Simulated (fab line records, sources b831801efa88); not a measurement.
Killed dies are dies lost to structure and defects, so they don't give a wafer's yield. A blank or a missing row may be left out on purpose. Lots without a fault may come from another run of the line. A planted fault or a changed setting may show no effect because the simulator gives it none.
A struck lot beside a sound one | flow sfq_line | 20 steps out of a route of 325
Sound: wafers L993.2, L993.5, L993.6. Struck: wafers L996.1, L996.2, L996.5. The cause comes at the end.
At each step with rows: each side's tool, then ch and its chambers, then its first start. Under that, the readings that differ: sound wafers | struck wafers | difference of the means | sigmas: that difference in standard deviations of wafers without a fault.
alike: readings whose means differ by less than 2 such deviations, and words and numbers that are the same on both sides. not compared: withheld readings, readings that some wafer has no value for, bounds like >300 that may hide the same value, and numbers for which the record gives no deviation and whose values overlap.
The two part at a step that has a row with sigmas, a row that says differs or no value, or rows on one side only. Numbers that don't overlap but have no deviation are shown without sigmas and don't part them. A reading that every wafer of one side lacks parts them only if that side has two wafers or more.

first, 3 steps without rows for these wafers: SFQ_TRILAYER_C5_LITHO_EXPOSE_152 (exposes mask C5, target cd 500 nm); SFQ_TRILAYER_C5_LITHO_PEB_154 (peb time 60 s); SFQ_TRILAYER_C5_LITHO_DEVELOP_153 (time 60 s).
SFQ_C5_OVL_MEAS_937:
  sound on overlay-02, day 71 21:31; struck on overlay-02, day 73 04:43
  alike: C5_OVL
SFQ_TRILAYER_C5_BARC_OPEN_VIA_ETCH_210: etches BARC in O2, target depth 125 nm, time 41.7 s.
  sound on rie_diel-04 ch 0,3, day 71 21:33; struck on rie_diel-03 ch 0,1,2, day 73 04:45
  alike: drypump_motor_current_A, oes_product_au, rf_fwd_power_W
  not compared: rf_hours_counter_h
SFQ_TRILAYER_C5_ETCH_VIA_ETCH_154: etches SiO2 in CHF3, stops on Nb, target depth 84 nm.
  sound on rie_diel-04 ch 0,3, day 71 21:35; struck on rie_diel-03 ch 0,1,2, day 73 04:47
  alike: drypump_motor_current_A, oes_product_au, rf_fwd_power_W
SFQ_TRILAYER_C5_STRIP_STRIP_155: strips in O2.
  sound on rie_metal-03 ch 0,1, day 71 21:38; struck on rie_metal-02 ch 0,1, day 73 04:50
  alike: drypump_motor_current_A, oes_product_au
  not compared: rf_hours_counter_h
then, 2 steps without rows for these wafers: SFQ_TRILAYER_C5_STRIP_SOLV_CLEAN_156 (cleans in NMP, time 600 s); SFQ_TRILAYER_M6_DEP_PRE_CLEAN_158 (time 22.5 s).
SFQ_TRILAYER_M6_DEP_SPUTTER_157: material Nb, target thk 200 nm, time 133.3 s.
  sound on pvd_sputter-03, day 71 22:26; struck on pvd_sputter-05, day 73 05:38
  alike: throttle_valve_pct
SFQ_M6_RS_MEAS_938: measures by four-point-probe.
  sound on film_metro-03, day 71 22:34; struck on film_metro-01, day 73 05:44
  alike: M6_NB_RS
SFQ_TRILAYER_M6_LITHO_COAT_164: resist thk 62 nm.
  sound on litho_track-01 ch 0, day 71 22:46; struck on litho_track-01 ch 0, day 73 05:55
  reading                                              | sound                | struck               | difference | sigmas
  spin_speed_rpm (rpm)                                 | 2997.6 3001.5 2999.3 | 3093.5 3091.4 3095.7 | +94.1      | +55
  model.BARC_of_TRILAYER_M6_LITHO_COAT_164.thk_nm (nm) | 61.87 61.68 61.75    | 61.33 61.33 61.17    | -0.49      |
then, 5 steps without rows for these wafers: SFQ_TRILAYER_M6_LITHO_COAT_159 (resist thk 600 nm); SFQ_TRILAYER_M6_LITHO_SOFTBAKE_163; SFQ_TRILAYER_M6_LITHO_EXPOSE_160 (exposes mask M6, target cd 500 nm); SFQ_TRILAYER_M6_LITHO_PEB_162 (peb time 60 s); SFQ_TRILAYER_M6_LITHO_DEVELOP_161 (time 60 s).
-- the record jumps here: 4 days lie between the struck wafers' starts before and after --
SFQ_M6_OVL_MEAS_940:
  sound on overlay-02, day 76 10:31; struck on overlay-02, day 77 15:19
  alike: M6_OVL
SFQ_TRILAYER_M6_BARC_OPEN_METAL_ETCH_206: etches BARC in O2, target depth 125 nm, time 41.7 s.
  sound on rie_metal-01 ch 0,1, day 76 10:33; struck on rie_metal-02 ch 0,1, day 77 15:21
  reading                  | sound             | struck            | difference | sigmas
  model.etch.depth_nm (nm) | 61.87 61.68 61.75 | 61.33 61.33 61.17 | -0.49      |
  alike: drypump_motor_current_A, oes_product_au, rf_fwd_power_W
  not compared: rf_hours_counter_h
SFQ_TRILAYER_M6_ETCH_METAL_ETCH_162: etches Nb in Cl2/Ar, stops on SiO2, target depth 240 nm, time 120 s.
  sound on rie_metal-01 ch 0,1, day 76 10:37; struck on rie_metal-02 ch 0,1, day 77 15:25
  alike: drypump_motor_current_A, oes_product_au, rf_fwd_power_W
  not compared: rf_hours_counter_h

WHERE THEY PART
Only at SFQ_TRILAYER_M6_LITHO_COAT_164, within this record. Later steps at which nothing parts them and some readings are alike: SFQ_M6_OVL_MEAS_940, SFQ_TRILAYER_M6_BARC_OPEN_METAL_ETCH_206, SFQ_TRILAYER_M6_ETCH_METAL_ETCH_162.

WHY: what the simulator had put in
Process parameter drift: litho_track-01, from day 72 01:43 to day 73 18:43, at SFQ_TRILAYER_M6_LITHO_COAT_164. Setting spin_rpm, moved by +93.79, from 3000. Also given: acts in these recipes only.
